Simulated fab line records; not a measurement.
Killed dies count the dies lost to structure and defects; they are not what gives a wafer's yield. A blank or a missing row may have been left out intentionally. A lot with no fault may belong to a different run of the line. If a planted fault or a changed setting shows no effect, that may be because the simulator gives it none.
Which tool is to blame? ; flow gf180mcu ; 39 wafers from 13 lots sampled at 6 of the route's 602 steps

## WHAT EACH GAUGE READ, for each wafer
GF_STI_THK_MEAS_04.
lot;measured;on;STI_CVD_03_THK (nm)
L300;day 1 19:02;film_metro-01;208.8 208.4 210.4
L303;day 2 10:04;film_metro-04;201.8 202.5 202.5
L304;day 2 15:54;film_metro-04;208.1 206.2 209.3
L305;day 2 21:24;film_metro-01;203.7 203.9 204.0
L306;day 3 01:07;film_metro-01;207.3 208.3 207.0
L307;day 3 05:35;film_metro-03;209.0 208.1 209.8
L309;day 3 15:35;film_metro-04;207.5 207.1 205.8
L312;day 4 06:34;film_metro-03;208.8 209.1 210.3
L313;day 4 11:52;film_metro-01;209.7 207.8 207.4
L316;day 5 02:35;film_metro-01;207.3 206.8 207.7
L317;day 5 07:57;film_metro-03;211.2 210.3 209.8
L318;day 5 12:35;film_metro-01;210.5 210.0 208.9
L319;day 5 18:17;film_metro-04;204.2 205.5 205.5

GF_STI_THK_MEAS_22.
lot;measured;on;STI_OXIDATION_01_THK (nm)
L300;day 2 08:50;film_metro-04;14.77 14.96 14.59
L303;day 3 00:13;film_metro-01;15.06 15.17 15.17
L304;day 3 06:02;film_metro-03;14.52 14.74 14.48
L305;day 3 11:25;film_metro-04;15.04 15.08 15.29
L306;day 3 15:40;film_metro-03;14.95 14.98 14.94
L307;day 3 20:44;film_metro-04;14.77 14.79 14.66
L309;day 4 06:46;film_metro-03;14.95 15.18 15.16
L312;day 4 22:09;film_metro-03;14.55 14.55 14.61
L313;day 5 03:28;film_metro-01;15.02 15.15 14.74
L316;day 5 17:56;film_metro-03;14.80 14.51 14.88
L317;day 6 00:27;film_metro-03;14.94 15.06 15.01
L318;day 6 07:23;film_metro-04;14.77 14.88 14.98
L319;day 6 10:47;film_metro-04;14.86 14.86 15.08

GF_LVPWELL_TW_MEAS_11.
lot;measured;on;LVPWELL_TW
L300;day 4 02:19;film_metro-02;565 571 570
L303;day 4 19:49;film_metro-04;568 568 567
L304;day 5 01:09;film_metro-04;575 572 571
L305;day 5 09:10;film_metro-02;566 569 568
L306;day 5 11:22;film_metro-04;576 574 575
L307;day 5 18:26;film_metro-03;562 561 562
L309;day 6 04:07;film_metro-02;573 572 575
L312;day 6 20:44;film_metro-03;563 563 562
L313;day 7 02:35;film_metro-03;567 568 570
L316;day 7 19:40;film_metro-04;572 572 574
L317;day 8 04:11;film_metro-02;682 683 684
L318;day 8 10:14;film_metro-02;686 686 683
L319;day 8 14:40;film_metro-04;687 683 684

GF_VT_IMPLANT_RS_MEAS_48: a four-point-probe measurement.
lot;measured;on;LVPWELL_RS (ohm/sq)
L300;day 7 20:17;film_metro-02;1197 1196 1197
L303;day 8 16:43;film_metro-04;1194 1192 1196
L304;day 8 22:47;film_metro-04;1196 1201 1196
L305;day 9 08:17;film_metro-02;1199 1197 1202
L306;day 9 11:44;film_metro-02;1203 1201 1199
L307;day 9 19:47;film_metro-04;1204 1200 1201
L309;day 10 07:52;film_metro-03;1191 1194 1193
L312;day 11 02:46;film_metro-04;1202 1201 1203
L313;day 11 09:22;film_metro-03;1197 1202 1198
L316;day 12 06:28;film_metro-04;1199 1203 1196
L317;day 12 17:14;film_metro-03;844 844 843
L318;day 12 23:28;film_metro-04;838 840 842
L319;day 13 04:55;film_metro-03;841 843 840

## WHICH TOOL RAN EACH LOT (tool, then ch and the chambers of the sampled wafers, then the start)
lot;GF_STI_ETCH_13;GF_LVPWELL_IMPLANT_08
L300;rie_diel-04 ch 1,2,3, day 2 07:02;implanter-02 ch 0, day 4 01:55
L303;rie_diel-01 ch 0,2, day 2 21:34;implanter-01 ch 0, day 4 19:26
L304;rie_diel-01 ch 1,2,3, day 3 04:16;implanter-01 ch 0, day 5 00:46
L305;rie_diel-02 ch 0,2,3, day 3 09:40;implanter-03 ch 0, day 5 08:47
L306;rie_diel-02 ch 1,2,3, day 3 13:56;implanter-02 ch 0, day 5 10:58
L307;rie_diel-02 ch 0,1, day 3 17:46;implanter-02 ch 0, day 5 18:04
L309;rie_diel-04 ch 0,2, day 4 04:34;implanter-01 ch 0, day 6 03:44
L312;rie_diel-04 ch 1,2,3, day 4 20:25;implanter-03 ch 0, day 6 20:20
L313;rie_diel-04 ch 0,1,2, day 5 01:44;implanter-03 ch 0, day 7 02:11
L316;rie_diel-02 ch 1,2,3, day 5 16:11;implanter-03 ch 0, day 7 19:17
L317;rie_diel-04 ch 0,1,3, day 5 21:58;implanter-01 ch 0, day 8 03:28
L318;rie_diel-01 ch 0,1,2, day 6 02:49;implanter-03 ch 0, day 8 09:29
L319;rie_diel-02 ch 1,2,3, day 6 09:01;implanter-03 ch 0, day 8 13:59
- GF_STI_ETCH_13: etches the open film in CHF3/O2, stops on Si, target depth 282.31 nm, time 112.9 s.
- GF_LVPWELL_IMPLANT_08

## WHAT THE TOOLS THEMSELVES READ (means of the sampled wafers that have a number; where no wafer has one, the mark that the record gives instead)
GF_STI_ETCH_13.
lot;tool;O2_flow_sccm (sccm);drypump_motor_current_A (A);oes_product_au (a.u.);throttle_valve_pct (%)
L300;rie_diel-04;5.000;5.7;0.834;8.815
L303;rie_diel-01;5.018;5.4;0.820;8.797
L304;rie_diel-01;4.991;5.6;0.837;8.813
L305;rie_diel-02;5.014;5.7;0.824;8.816
L306;rie_diel-02;5.003;5.8;0.832;8.802
L307;rie_diel-02;5.012;5.8;0.840;8.816
L309;rie_diel-04;4.983;5.6;0.834;8.813
L312;rie_diel-04;5.004;5.7;0.832;8.800
L313;rie_diel-04;5.001;5.6;0.836;8.820
L316;rie_diel-02;4.996;5.8;0.837;8.815
L317;rie_diel-04;5.000;5.7;0.838;8.818
L318;rie_diel-01;4.994;5.5;0.839;8.815
L319;rie_diel-02;4.991;5.8;0.831;8.803

## THE ANSWER, worked out from the rows above alone
Rule: usual is defined by the lots themselves. Put in order of their means at a reading, lots are off if they are a third of the lots or fewer, leave a main group of 4 or more, and stand apart from it by a gap of 3 or more times the standard deviation of the main group's means; of several such gaps the widest counts. Not used: any main group whose means are identical at the precision the tables above print for the reading. A lot without any number at a reading at which 4 lots or more have one is off too. Any other lot the step has rows for is counted as sound. After the gauges, taken in route order, come the tools' own readings; for these a lot's mean is taken, as printed above. The first step at which some lot is off is used, and at that step the reading that is off furthest; a lot without a number counts as furthest.
Off: L317, L318, L319, seen at GF_LVPWELL_TW_MEAS_11 (LVPWELL_TW). Mean 569 and standard deviation 4.2 in the main group.
A tool fits if, at a process step before that reading, it ran every lot that is off, and no sound lot after the first of them. Those tools and the gauges at GF_LVPWELL_TW_MEAS_11 are tried in the same way. Of those tried, none fits.

## WHAT WAS PUT IN BY THE SIMULATOR
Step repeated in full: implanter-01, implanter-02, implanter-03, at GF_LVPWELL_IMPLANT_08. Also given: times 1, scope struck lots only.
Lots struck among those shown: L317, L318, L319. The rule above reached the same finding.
